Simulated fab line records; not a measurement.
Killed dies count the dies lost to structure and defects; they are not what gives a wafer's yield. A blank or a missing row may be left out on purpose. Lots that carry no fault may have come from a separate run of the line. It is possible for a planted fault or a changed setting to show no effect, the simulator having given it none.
A lot that was struck, set against a sound lot -- flow sky130 -- 43 steps out of a route of 708
Sound: these wafers, L605.3, L605.5, L605.6. Struck: wafers L594.1, L594.5, L594.6. Last of all comes the cause.
Per side, at each step with rows, come the tool, then ch with its chambers, and then its first start. Under that, the readings that differ: sound wafers -- struck wafers -- difference of the means -- sigmas: that difference in standard deviations of wafers without a fault.
alike: readings whose means differ by less than 2 such deviations, and words and numbers that are the same on both sides. not compared: withheld readings, readings that some wafer has no value for, bounds like >300 that may hide the same value, and numbers for which the record gives no deviation and whose values overlap.
The two part at a step that has a row with sigmas, a row that says differs or no value, or rows on one side only. Non-overlapping numbers with no deviation appear without sigmas and do not part them. A reading that every wafer of one side lacks parts them only if that side has two wafers or more.

first, 6 steps without rows for these wafers: SKY_METAL1_COAT_09 (resist thk 60 nm); SKY_METAL1_COAT_10 (resist thk 450 nm); SKY_METAL1_SOFTBAKE_11 (time 90 s); SKY_METAL1_EXPOSE_12 (exposes mask MM1, target cd 140 nm); SKY_METAL1_PEB_13; SKY_METAL1_DEVELOP_14 (develop time 60 s).
SKY_METAL1_CD_MEAS_15: target cd 140 nm.
  sound on cdSem-02 at day 38 00:13; struck on cdSem-01 at day 33 21:07
  alike: cdNm
SKY_METAL1_OVL_MEAS_16:
  sound on overlay-01 at day 38 00:18; struck on overlay-02 at day 33 21:14
  alike: METAL1_OVL
SKY_METAL1_DESCUM_17: chemistry O2, time 8 s.
  sound on rieMetal-02 ch 0,1, day 38 00:20; struck on rieMetal-02 ch 0, day 33 21:17
  alike: drypumpMotorCurrentA, oesProductAu
  not compared: rfHoursCounterH
then, 3 steps without rows for these wafers: SKY_METAL1_ETCH_18 (etches BARC in N2/H2, stops on SiO2, time 45.9 s, target depth 60 nm); SKY_METAL1_METAL_ETCH_19 (etches the open film in Cl2/BCl3, stops on SiO2, target depth 360 nm, time 78 s); SKY_METAL1_STRIP_20 (strips in O2/N2).
SKY_METAL1_STRIP_21: strips in post etch residue remover, time 1200 s.
  sound on wetBench-01 ch 3, day 38 00:37; struck on wetBench-03 ch 0, day 33 21:45
then, 3 steps without rows for these wafers: SKY_METAL1_CLEAN_22 (cleans in IPA, time 180 s); SKY_METAL1_CLEAN_23 (cleans in O3/DIW); SKY_VIA1_HDPCVD_00 (deposits SiO2, target thk 1030 nm, time 171.7 s).
SKY_VIA1_THK_MEAS_01:
  sound on filmMetro-03 at day 38 01:17; struck on filmMetro-04 at day 33 22:21
  alike: VIA1_HDPCVD_THK
then, 1 step without rows for these wafers: SKY_VIA1_CMP_02 (polishes SiO2).
SKY_VIA1_BOW_MEAS_03:
  sound on filmMetro-03 at day 38 01:40; struck on filmMetro-04 at day 33 22:43
  alike: VIA1_BOW
then, 8 steps without rows for these wafers: SKY_VIA1_DEHYDRATE_04 (time 60 s); SKY_VIA1_HMDS_05 (prime time 60 s); SKY_VIA1_COAT_06 (resist thk 60.49 nm); SKY_VIA1_COAT_07 (resist thk 450 nm); SKY_VIA1_SOFTBAKE_08 (time 90 s); SKY_VIA1_EXPOSE_09 (exposes mask VIM, target cd 150 nm); SKY_VIA1_PEB_10; SKY_VIA1_DEVELOP_11 (develop time 60 s).
SKY_VIA1_CD_MEAS_12: target cd 150 nm.
  sound on cdSem-01 at day 39 00:07; struck on cdSem-02 at day 35 01:35
  alike: cdNm
SKY_VIA1_OVL_MEAS_13:
  sound on overlay-02 at day 39 00:12; struck on overlay-01 at day 35 01:42
  alike: VIA1_OVL
SKY_VIA1_ETCH_14: etches BARC in N2/H2, stops on SiO2, time 45.9 s, target depth 60 nm.
  sound on rieDiel-02 ch 0,1,2, day 39 00:14; struck on rieDiel-02 ch 0,1,3, day 35 01:44
  alike: drypumpMotorCurrentA, oesProductAu, throttleValvePct
  not compared: rfHoursCounterH
then, 1 step without rows for these wafers: SKY_VIA1_ETCH_15 (etches SiO2 in C4F8/O2/Ar, stops on TiN, target depth 351 nm, time 54 s).
SKY_VIA1_STRIP_16: strips in O2/N2.
  sound on plasmaAsher-04 ch 0,1, day 39 00:21; struck on plasmaAsher-01 ch 0,1, day 35 01:50
  alike: drypumpMotorCurrentA, oesProductAu, stripTimeToEndpointS
  not compared: rfHoursCounterH
then, 3 steps without rows for these wafers: SKY_VIA1_STRIP_17 (strips in post etch residue remover, time 1200 s); SKY_VIA1_CLEAN_18 (cleans in IPA, time 180 s); SKY_VIA1_CLEAN_19 (cleans in O3/DIW).
SKY_VIA1_SPUTTER_20: material TiN, target thk 20 nm, time 80 s.
  sound on pvdSputter-01 at day 39 01:02; struck on pvdSputter-03 at day 35 02:25
  alike: throttleValvePct
then, 1 step without rows for these wafers: SKY_VIA1_CVD_21 (deposits W, target thk 270 nm, time 80.902 s).
SKY_VIA1_RS_MEAS_22: a four-point-probe measurement.
  sound on filmMetro-01 at day 39 01:14; struck on filmMetro-01 at day 35 02:35
  alike: VIA1_W_RS
SKY_VIA1_THK_MEAS_23: measures by xrf.
  sound on filmMetro-01 at day 39 01:20; struck on filmMetro-01 at day 35 02:42
  alike: VIA1_W_THK
then, 1 step without rows for these wafers: SKY_VIA1_CMP_24 (polishes, stops on SiO2, t overpolish 15 s, target thk 0 nm).
SKY_METAL2_SPUTTER_00: material Ti, target thk 15 nm, time 10 s.
  sound on pvdSputter-03 at day 39 02:10; struck on pvdSputter-02 at day 35 03:04
  alike: throttleValvePct
then, 1 step without rows for these wafers: SKY_METAL2_SPUTTER_01 (material TiN, target thk 20 nm, time 16.7 s).
-- the record jumps here: 12 days lie between the struck wafers' starts before and after (it left off in module METAL2 and takes up again in module PAD_OPEN, whose first step shown is number 708 of the route) --
SKY_PAD_OPEN_PROBE_99:
  sound on prober-02 at day 49 13:10; struck on prober-01 at day 46 20:43
reading,sound,struck,difference,sigmas
hold,- - -,awaitDispo/6.7h/release awaitDispo/6.7h/release awaitDispo/6.7h/release,no value on the sound wafers,
defectLimitedYield (%),80.9 85.2 80.5,73.0 74.8 73.0,-8.6,-5
killed_at_M0_to_M3,47 39 49,89 88 91,+44,+6
killedDies,94 73 96,133 124 133,+42,+5
sort_bin_3_pad_short (%),1.2 0.6 1.0,2.8 1.8 2.6,+1.5,+4
sort_bin_5_function (%),10.8 9.8 11.0,15.9 14.0 17.3,+5.2,+4
sortNPass,398 419 396,359 368 359,-42,-5
sortYieldPct (%),80.9 85.2 80.5,73.0 74.8 73.0,-8.6,-5
model.etest.tester.sortNPass,398 419 396,359 368 359,-42,
model.etest.tester.sortYieldPct (%),80.89 85.16 80.49,72.97 74.8 72.97,-8.60,
model.etest.tester.sort_bin_5_pct (%),10.77 9.756 10.98,15.85 14.02 17.28,+5.21,
model.etest.tester.sort_bin_3_pct (%),1.22 0.6098 1.016,2.846 1.829 2.642,+1.490,
  alike: killed_at_M4_up, killedAtContacts, killedAtFrontEnd, killedAtOther, killedOpen, killedShort, sort_bin_6_memory

== WHERE THEY PART ==
SKY_PAD_OPEN_PROBE_99 only, going by this record.

WHY: what the simulator had put in
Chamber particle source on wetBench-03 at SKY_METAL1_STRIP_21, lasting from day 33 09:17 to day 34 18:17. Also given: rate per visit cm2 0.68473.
